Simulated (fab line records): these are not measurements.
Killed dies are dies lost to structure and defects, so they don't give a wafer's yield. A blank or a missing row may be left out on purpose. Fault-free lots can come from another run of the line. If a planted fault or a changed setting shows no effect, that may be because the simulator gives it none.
Chamber matching + flow sky130 + SKY_VIA1_CMP_02 on cmp-02: 4 sister chambers
The step polishes SiO2. 4 wafers are shown with their chamber, then 8 later ones without.

== EACH WAFER AND ITS CHAMBER ==
| wafer  | chamber | motor_current_A (A) |
|--------|---------|---------------------|
| L085.1 | 0       | 12.5                |
| L085.2 | 2       | 11.7                |
| L085.3 | 1       | 12.2                |
| L085.4 | 3       | 13.4                |

== WAFERS MISSING THEIR CHAMBER ==
| wafer  | motor_current_A (A) |
|--------|---------------------|
| L085.5 | 11.8                |
| L085.6 | 12.7                |
| L087.1 | 13.6                |
| L087.2 | 12.8                |
| L087.3 | 12.7                |
| L087.4 | 12.4                |
| L087.5 | 13.8                |
| L087.6 | 12.5                |

== THE CHAMBER EACH PASSED THROUGH ==
| wafer  | from the rows above          | in truth                   |
|--------|------------------------------|----------------------------|
| L085.5 | can't be placed: 2 or 1      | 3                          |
| L085.6 | can't be placed: 0 or 1      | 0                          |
| L087.1 | 3                            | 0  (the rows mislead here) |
| L087.2 | can't be placed: 0 or 3 or 1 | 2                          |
| L087.3 | can't be placed: 0 or 1      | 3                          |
| L087.4 | can't be placed: 0 or 1      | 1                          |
| L087.5 | 3                            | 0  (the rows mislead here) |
| L087.6 | can't be placed: 0 or 1      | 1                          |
0 of 8 placed correctly. Unplaceable from these rows: 6, with the true chamber sitting among the candidates in 3. Placed wrongly: 2.
How it was worked out, from the rows above alone: a wafer's distance from a chamber is the root of the sum, over the readings, of the square of ((its reading less the chamber's mean) divided by the reading's scatter). If the next closest chamber is less than 2 further off than the closest, the wafer can't be placed; otherwise it belongs to the closest. Each chamber's mean is taken over the wafers shown for it. The scatter: root of mean squared gap, hidden wafer to nearest shown wafer, with one shown wafer a chamber.
